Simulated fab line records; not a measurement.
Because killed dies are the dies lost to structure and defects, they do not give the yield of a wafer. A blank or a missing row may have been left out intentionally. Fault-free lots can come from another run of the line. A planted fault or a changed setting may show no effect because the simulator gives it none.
fab line records / flow sky130
record: lots: 14 wafers: 42 last-day: 50
route steps=708 shown POLY_CUT@318 PAD_OPEN@708
lots with no fault: from the same line, run without faults
start-h: start of the lot's first displayed wafer, in hours after the record's first day / wait-h: how many hours have passed since the lot's step before this one / " unchanged from the row above / L1.1+2: one row covering several wafers at once / - no value present, or no start provided / * or withheld: withheld / < > ~ a bound
route shown NAME@n: a module of which the file shows steps, and the number in the route of the first / usual: mean/standard deviation of fault-free wafers / same: alike in all rows / chamber/n: place in a boat / sites: the reading at each site / _std_site: standard deviation across them / _edge_site: outer sites' mean less inner sites' / radius-mm: for every site, how far away it sits from the centre of the wafer / mask NAME#n: copy n / behind: the most recent tool/chamber to have shaped the wafer / hold: reason for holding the lot/hours on hold/outcome of the hold / device: which transistor (n, p or np) failed to switch / end of line: the tests these same wafers got at the end of their route / where a step has no rows: the recipe by itself / killed: dies lost to structure and defects at the first sort, not the wafer's yield / map: a wafer's dies, marking killed ones x, the rest . and places with no die _
set.NAME: the setting the step ran with; set.NAME@STEP: the setting that earlier step ran with / model.NAME: the simulator's own value behind a step, which no gauge read
a sample of lots followed through the steps of the route, with each step as a table and each wafer as a row
services: a tool's chamber out of use, with start hour (start-h, from the record's first day; less than 0 if before it), hours out, and reason
== steps ==
step: SKY_POLY_CUT_ETCH_11
recipe: target: Si3N4 chemistry: CF4/CH2F2/Ar stop-on: poly-Si source-w: 600 bias-w: 150 pressure-mtorr: 40 cf4-flow-sccm: 40 ch2f2-flow-sccm: 20 Ar_flow_sccm: 150 time-s: 42.5 target-depth-a: 600
usual: chamber-pressure-mTorr: 40.00/0.04 drypump-motor-current-A: 5.7/0.34 oes-product-au: 0.828/0.0067 throttle-valve-pct: 14.995/0.0088
lot.wafer=L897.2 tool=rie-diel-01 chamber=3 start-h=547.84 wait-h=0.0 chamber-pressure-mTorr=40.06 drypump-motor-current-A=6.5 oes-product-au=0.838 rf-hours-counter-h=67 throttle-valve-pct=14.976
lot.wafer=L897.4 tool=rie-diel-01 chamber=0 start-h=547.84 wait-h=0.0 chamber-pressure-mTorr=39.96 drypump-motor-current-A=5.8 oes-product-au=0.842 rf-hours-counter-h=45 throttle-valve-pct=14.985
lot.wafer=L897.5 tool=rie-diel-01 chamber=0 start-h=547.84 wait-h=0.0 chamber-pressure-mTorr=40.05 drypump-motor-current-A=5.7 oes-product-au=0.837 rf-hours-counter-h=- throttle-valve-pct=14.999
lot.wafer=L898.1 tool=rie-diel-02 chamber=1 start-h=561.43 wait-h=0.0 chamber-pressure-mTorr=40.06 drypump-motor-current-A=6.0 oes-product-au=0.823 rf-hours-counter-h=79 throttle-valve-pct=14.994
lot.wafer=L898.3 tool=rie-diel-02 chamber=3 start-h=561.43 wait-h=0.0 chamber-pressure-mTorr=39.95 drypump-motor-current-A=5.5 oes-product-au=0.815 rf-hours-counter-h=2 throttle-valve-pct=14.984
lot.wafer=L898.6 tool=rie-diel-02 chamber=1 start-h=561.43 wait-h=0.0 chamber-pressure-mTorr=39.98 drypump-motor-current-A=5.9 oes-product-au=0.820 rf-hours-counter-h=- throttle-valve-pct=14.997
lot.wafer=L899.1 tool=rie-diel-01 chamber=1 start-h=568.19 wait-h=0.0 chamber-pressure-mTorr=40.05 drypump-motor-current-A=6.1 oes-product-au=0.840 rf-hours-counter-h=9 throttle-valve-pct=14.988
lot.wafer=L899.3 tool=rie-diel-01 chamber=0 start-h=568.19 wait-h=0.0 chamber-pressure-mTorr=39.99 drypump-motor-current-A=5.8 oes-product-au=0.828 rf-hours-counter-h=46 throttle-valve-pct=15.009
lot.wafer=L899.6 tool=rie-diel-01 chamber=2 start-h=568.19 wait-h=0.0 chamber-pressure-mTorr=40.02 drypump-motor-current-A=5.6 oes-product-au=0.830 rf-hours-counter-h=- throttle-valve-pct=14.991
lot.wafer=L900.1 tool=rie-diel-02 chamber=1 start-h=568.23 wait-h=0.0 chamber-pressure-mTorr=40.01 drypump-motor-current-A=5.9 oes-product-au=0.829 rf-hours-counter-h=80 throttle-valve-pct=14.989
lot.wafer=L900.5 tool=rie-diel-02 chamber=2 start-h=568.23 wait-h=0.0 chamber-pressure-mTorr=40.02 drypump-motor-current-A=6.2 oes-product-au=0.826 rf-hours-counter-h=- throttle-valve-pct=15.002
lot.wafer=L900.6 tool=rie-diel-02 chamber=3 start-h=568.23 wait-h=0.0 chamber-pressure-mTorr=40.05 drypump-motor-current-A=5.5 oes-product-au=0.839 rf-hours-counter-h=- throttle-valve-pct=14.982
lot.wafer=L901.4 tool=rie-diel-01 chamber=0 start-h=584.52 wait-h=0.0 chamber-pressure-mTorr=40.02 drypump-motor-current-A=5.8 oes-product-au=0.829 rf-hours-counter-h=- throttle-valve-pct=14.996
lot.wafer=L901.5 tool=rie-diel-01 chamber=2 start-h=584.52 wait-h=0.0 chamber-pressure-mTorr=40.00 drypump-motor-current-A=5.6 oes-product-au=0.832 rf-hours-counter-h=- throttle-valve-pct=14.987
lot.wafer=L901.6 tool=rie-diel-01 chamber=1 start-h=584.52 wait-h=0.0 chamber-pressure-mTorr=39.91 drypump-motor-current-A=6.1 oes-product-au=0.833 rf-hours-counter-h=- throttle-valve-pct=14.995
lot.wafer=L903.1 tool=rie-diel-01 chamber=0 start-h=621.55 wait-h=0.0 chamber-pressure-mTorr=40.02 drypump-motor-current-A=5.8 oes-product-au=0.830 rf-hours-counter-h=47 throttle-valve-pct=14.990
lot.wafer=L903.4 tool=rie-diel-01 chamber=1 start-h=621.55 wait-h=0.0 chamber-pressure-mTorr=40.01 drypump-motor-current-A=6.2 oes-product-au=0.831 rf-hours-counter-h=- throttle-valve-pct=14.999
lot.wafer=L903.5 tool=rie-diel-01 chamber=0 start-h=621.55 wait-h=0.0 chamber-pressure-mTorr=39.93 drypump-motor-current-A=5.8 oes-product-au=0.828 rf-hours-counter-h=- throttle-valve-pct=15.007
lot.wafer=L904.1 tool=rie-diel-03 chamber=2 start-h=623.04 wait-h=0.0 chamber-pressure-mTorr=40.02 drypump-motor-current-A=5.4 oes-product-au=0.831 rf-hours-counter-h=6 throttle-valve-pct=14.994
lot.wafer=L904.2 tool=rie-diel-03 chamber=3 start-h=623.04 wait-h=0.0 chamber-pressure-mTorr=39.93 drypump-motor-current-A=5.5 oes-product-au=0.829 rf-hours-counter-h=3 throttle-valve-pct=14.983
lot.wafer=L904.3 tool=rie-diel-03 chamber=0 start-h=623.04 wait-h=0.0 chamber-pressure-mTorr=40.04 drypump-motor-current-A=5.6 oes-product-au=0.823 rf-hours-counter-h=17 throttle-valve-pct=15.007
lot.wafer=L902.1 tool=rie-diel-02 chamber=3 start-h=623.35 wait-h=0.0 chamber-pressure-mTorr=39.96 drypump-motor-current-A=5.5 oes-product-au=0.828 rf-hours-counter-h=3 throttle-valve-pct=14.996
lot.wafer=L902.3 tool=rie-diel-02 chamber=0 start-h=623.35 wait-h=0.0 chamber-pressure-mTorr=40.05 drypump-motor-current-A=5.3 oes-product-au=0.828 rf-hours-counter-h=12 throttle-valve-pct=14.983
lot.wafer=L902.5 tool=rie-diel-02 chamber=0 start-h=623.35 wait-h=0.0 chamber-pressure-mTorr=39.93 drypump-motor-current-A=5.3 oes-product-au=0.818 rf-hours-counter-h=- throttle-valve-pct=14.991
lot.wafer=L908.1 tool=rie-diel-01 chamber=2 start-h=645.65 wait-h=0.0 chamber-pressure-mTorr=40.03 drypump-motor-current-A=5.6 oes-product-au=0.833 rf-hours-counter-h=23 throttle-valve-pct=15.000
lot.wafer=L908.2 tool=rie-diel-01 chamber=1 start-h=645.65 wait-h=0.0 chamber-pressure-mTorr=39.94 drypump-motor-current-A=6.2 oes-product-au=0.833 rf-hours-counter-h=11 throttle-valve-pct=14.998
lot.wafer=L908.3 tool=rie-diel-01 chamber=0 start-h=645.65 wait-h=0.0 chamber-pressure-mTorr=39.98 drypump-motor-current-A=5.8 oes-product-au=0.831 rf-hours-counter-h=48 throttle-valve-pct=14.995
lot.wafer=L909.3 tool=rie-diel-01 chamber=1 start-h=651.34 wait-h=0.0 chamber-pressure-mTorr=39.94 drypump-motor-current-A=6.2 oes-product-au=0.738 rf-hours-counter-h=11 throttle-valve-pct=14.991
lot.wafer=L909.5 tool=rie-diel-01 chamber=1 start-h=651.34 wait-h=0.0 chamber-pressure-mTorr=40.08 drypump-motor-current-A=6.2 oes-product-au=0.742 rf-hours-counter-h=- throttle-valve-pct=14.975
lot.wafer=L909.6 tool=rie-diel-01 chamber=2 start-h=651.34 wait-h=0.0 chamber-pressure-mTorr=40.05 drypump-motor-current-A=5.6 oes-product-au=0.816 rf-hours-counter-h=- throttle-valve-pct=14.985
lot.wafer=L914.3 tool=rie-diel-01 chamber=1 start-h=694.43 wait-h=0.0 chamber-pressure-mTorr=40.05 drypump-motor-current-A=6.1 oes-product-au=0.746 rf-hours-counter-h=- throttle-valve-pct=14.980
lot.wafer=L914.5 tool=rie-diel-01 chamber=1 start-h=694.43 wait-h=0.0 chamber-pressure-mTorr=40.03 drypump-motor-current-A=6.1 oes-product-au=0.745 rf-hours-counter-h=- throttle-valve-pct=14.994
lot.wafer=L914.6 tool=rie-diel-01 chamber=0 start-h=694.43 wait-h=0.0 chamber-pressure-mTorr=40.08 drypump-motor-current-A=5.8 oes-product-au=0.827 rf-hours-counter-h=- throttle-valve-pct=15.005
lot.wafer=L917.1 tool=rie-diel-03 chamber=0 start-h=717.53 wait-h=0.0 chamber-pressure-mTorr=39.92 drypump-motor-current-A=5.6 oes-product-au=0.815 rf-hours-counter-h=19 throttle-valve-pct=14.985
lot.wafer=L917.2 tool=rie-diel-03 chamber=1 start-h=717.53 wait-h=0.0 chamber-pressure-mTorr=39.95 drypump-motor-current-A=5.4 oes-product-au=0.820 rf-hours-counter-h=19 throttle-valve-pct=15.000
lot.wafer=L917.6 tool=rie-diel-03 chamber=1 start-h=717.53 wait-h=0.0 chamber-pressure-mTorr=40.03 drypump-motor-current-A=5.4 oes-product-au=0.820 rf-hours-counter-h=- throttle-valve-pct=15.001
lot.wafer=L919.2 tool=rie-diel-03 chamber=2 start-h=731.84 wait-h=0.0 chamber-pressure-mTorr=39.96 drypump-motor-current-A=5.4 oes-product-au=0.827 rf-hours-counter-h=8 throttle-valve-pct=14.989
lot.wafer=L919.3 tool=rie-diel-03 chamber=3 start-h=731.84 wait-h=0.0 chamber-pressure-mTorr=40.02 drypump-motor-current-A=5.4 oes-product-au=0.824 rf-hours-counter-h=5 throttle-valve-pct=14.994
lot.wafer=L919.6 tool=rie-diel-03 chamber=1 start-h=731.84 wait-h=0.0 chamber-pressure-mTorr=40.02 drypump-motor-current-A=5.4 oes-product-au=0.829 rf-hours-counter-h=- throttle-valve-pct=14.998
lot.wafer=L920.2 tool=rie-diel-02 chamber=1 start-h=740.33 wait-h=0.0 chamber-pressure-mTorr=40.03 drypump-motor-current-A=5.9 oes-product-au=0.834 rf-hours-counter-h=2 throttle-valve-pct=14.998
lot.wafer=L920.3 tool=rie-diel-02 chamber=0 start-h=740.33 wait-h=0.0 chamber-pressure-mTorr=40.01 drypump-motor-current-A=5.2 oes-product-au=0.829 rf-hours-counter-h=15 throttle-valve-pct=14.996
lot.wafer=L920.5 tool=rie-diel-02 chamber=1 start-h=740.33 wait-h=0.0 chamber-pressure-mTorr=40.01 drypump-motor-current-A=5.9 oes-product-au=0.830 rf-hours-counter-h=- throttle-valve-pct=14.991
step: SKY_PAD_OPEN_PROBE_99
usual: killed_at_M0_to_M3: 44/6.4 killed_at_M4_up: 3.4/2.1 killed-at-contacts: 23/5 killed-at-front-end: 15/4.5 killed-at-other: 0.3/0.54 killed-dies: 86/9.5 killed-on-rim: 17/3.9 killed-open: 48/6.9 killed-short: 38/5.9
same: gross-dies: 492 killed-at-back-side: 0
lot.wafer=L909.3 tool=prober-01 chamber=- start-h=1140.76 wait-h=0.2 killed_at_M0_to_M3=51 killed_at_M4_up=5 killed-at-contacts=29 killed-at-front-end=407 killed-at-other=0 killed-dies=492 killed-on-rim=96 killed-open=55 killed-short=43
lot.wafer=L909.5 tool=prober-01 chamber=- start-h=1140.86 wait-h=0.2 killed_at_M0_to_M3=34 killed_at_M4_up=3 killed-at-contacts=27 killed-at-front-end=428 killed-at-other=0 killed-dies=492 killed-on-rim=96 killed-open=55 killed-short=34
lot.wafer=L909.6 tool=prober-01 chamber=- start-h=1140.91 wait-h=0.2 killed_at_M0_to_M3=29 killed_at_M4_up=2 killed-at-contacts=19 killed-at-front-end=16 killed-at-other=0 killed-dies=66 killed-on-rim=15 killed-open=37 killed-short=29
lot.wafer=L914.3 tool=prober-02 chamber=- start-h=1169.66 wait-h=0.2 killed_at_M0_to_M3=45 killed_at_M4_up=2 killed-at-contacts=25 killed-at-front-end=420 killed-at-other=0 killed-dies=492 killed-on-rim=96 killed-open=54 killed-short=36
lot.wafer=L914.5 tool=prober-02 chamber=- start-h=1169.76 wait-h=0.2 killed_at_M0_to_M3=46 killed_at_M4_up=4 killed-at-contacts=26 killed-at-front-end=415 killed-at-other=1 killed-dies=492 killed-on-rim=96 killed-open=52 killed-short=45
lot.wafer=L914.6 tool=prober-02 chamber=- start-h=1169.81 wait-h=0.2 killed_at_M0_to_M3=48 killed_at_M4_up=5 killed-at-contacts=13 killed-at-front-end=22 killed-at-other=0 killed-dies=88 killed-on-rim=14 killed-open=49 killed-short=36
killed by level:class
L909.3 POLY_CUT:area-etch=394 VIA1:geometric-particle:open=13 LI_CONTACT:geometric-particle:open=9 CONTACT:geometric-particle:open=9 VIA1:geometric-particle:short=7 VIA3:geometric-particle:open=6 VIA2:geometric-particle:open=6 FIELD_ISO:geometric-particle:short=5
L909.5 POLY_CUT:area-etch=403 LI_CONTACT:geometric-particle:open=11 VIA1:geometric-particle:open=10 FIELD_ISO:geometric-particle:open=8 FIELD_ISO:geometric-particle:short=7 CONTACT:geometric-particle:open=6 VIA3:geometric-particle:open=6 VIA2:geometric-particle:short=4
L909.6 LI_CONTACT:geometric-particle:open=8 POLY_GATE:geometric-particle:short=7 CONTACT:geometric-particle:open=7 VIA1:geometric-particle:open=7 METAL1:geometric-particle:short=5 FIELD_ISO:geometric-particle:open=3 LI_CONTACT:geometric-particle:short=3 METAL3:geometric-particle:short=3
L914.3 POLY_CUT:area-etch=402 CONTACT:geometric-particle:open=11 LI_CONTACT:geometric-particle:open=7 VIA3:geometric-particle:open=7 METAL1:geometric-particle:short=6 VIA1:geometric-particle:open=6 FIELD_ISO:geometric-particle:open=5 METAL2:geometric-particle:short=5
L914.5 POLY_CUT:area-etch=395 LI_CONTACT:geometric-particle:open=9 VIA1:geometric-particle:open=8 FIELD_ISO:geometric-particle:short=7 POLY_GATE:geometric-particle:open=7 CONTACT:geometric-particle:open=7 VIA1:geometric-particle:short=7 VIA2:geometric-particle:open=6
L914.6 VIA3:geometric-particle:open=11 VIA2:geometric-particle:open=9 VIA1:geometric-particle:open=8 POLY_GATE:geometric-particle:short=6 CONTACT:geometric-particle:open=6 POLY_GATE:geometric-particle:open=5 FIELD_ISO:geometric-particle:short=4 METAL4:geometric-particle:short=4
== services ==
tool=rie-diel-02 chamber=- start-h=537.01 hours=14.6 kind=pm
tool=rie-diel-01 chamber=3 start-h=561.73 hours=67.4 kind=repair
tool=rie-diel-02 chamber=1 start-h=574.43 hours=4.0 kind=repair
tool=rie-diel-02 chamber=1 start-h=578.45 hours=- kind=clean
tool=rie-diel-02 chamber=1 start-h=578.45 hours=30.6 kind=scheduled-down
tool=rie-diel-02 chamber=1 start-h=578.45 hours=30.6 kind=vent-cycle
tool=rie-diel-01 chamber=- start-h=597.91 hours=0.1 kind=repair
tool=rie-diel-02 chamber=2 start-h=603.13 hours=3.2 kind=repair
tool=rie-diel-03 chamber=0 start-h=605.90 hours=12.6 kind=repair
tool=rie-diel-01 chamber=2 start-h=611.63 hours=17.3 kind=repair
tool=rie-diel-01 chamber=3 start-h=630.28 hours=- kind=clean
tool=rie-diel-01 chamber=3 start-h=630.28 hours=37.0 kind=scheduled-down
tool=rie-diel-01 chamber=3 start-h=630.28 hours=37.0 kind=vent-cycle
tool=rie-diel-02 chamber=3 start-h=653.61 hours=4.0 kind=repair
tool=rie-diel-02 chamber=1 start-h=672.35 hours=2.1 kind=repair
tool=rie-diel-02 chamber=2 start-h=674.16 hours=54.6 kind=repair
tool=rie-diel-01 chamber=3 start-h=684.42 hours=17.3 kind=repair
tool=rie-diel-01 chamber=2 start-h=688.86 hours=18.4 kind=repair
tool=rie-diel-01 chamber=2 start-h=715.58 hours=132.0 kind=repair
== key ==
first-sign: step: SKY_POLY_CUT_ETCH_11 reading: oes-product-au direction: down sigmas: 13 usual: 0.828 struck: 0.743
effect: step: SKY_PAD_OPEN_PROBE_99 reading: killed-at-front-end direction: up sigmas: 89 usual: 15 struck: 418
more-kills-born-at: SKY_POLY_CUT_ETCH_11@rie-diel-01: 1594
met-at SKY_POLY_CUT_ETCH_11
struck-lots L909,L914
struck-wafers L909.3,L909.5,L914.3,L914.5
later-rows-left-out L909.3,L909.5,L914.3,L914.5
tester-left-out L909,L914
onset-between 645.65 651.34
fault: kind: process-parameter-drift tool: rie-diel-01 chamber: 1 onset-h: 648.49 steps: SKY_POLY_CUT_ETCH_11 channel: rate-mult offset: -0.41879 shape: step end-h: 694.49
tester-left-out: of these lots the tester's yield and bins aren't shown, on N5 and GAA mostly nor the transistor test; their killed dies are dies lost to structure and defects alone, not to doping, threshold or leakage, so they don't give the yield
later-rows-left-out: the simulator's readings of these wafers behind a module that went badly wrong aren't trusted and aren't shown, but for the sort
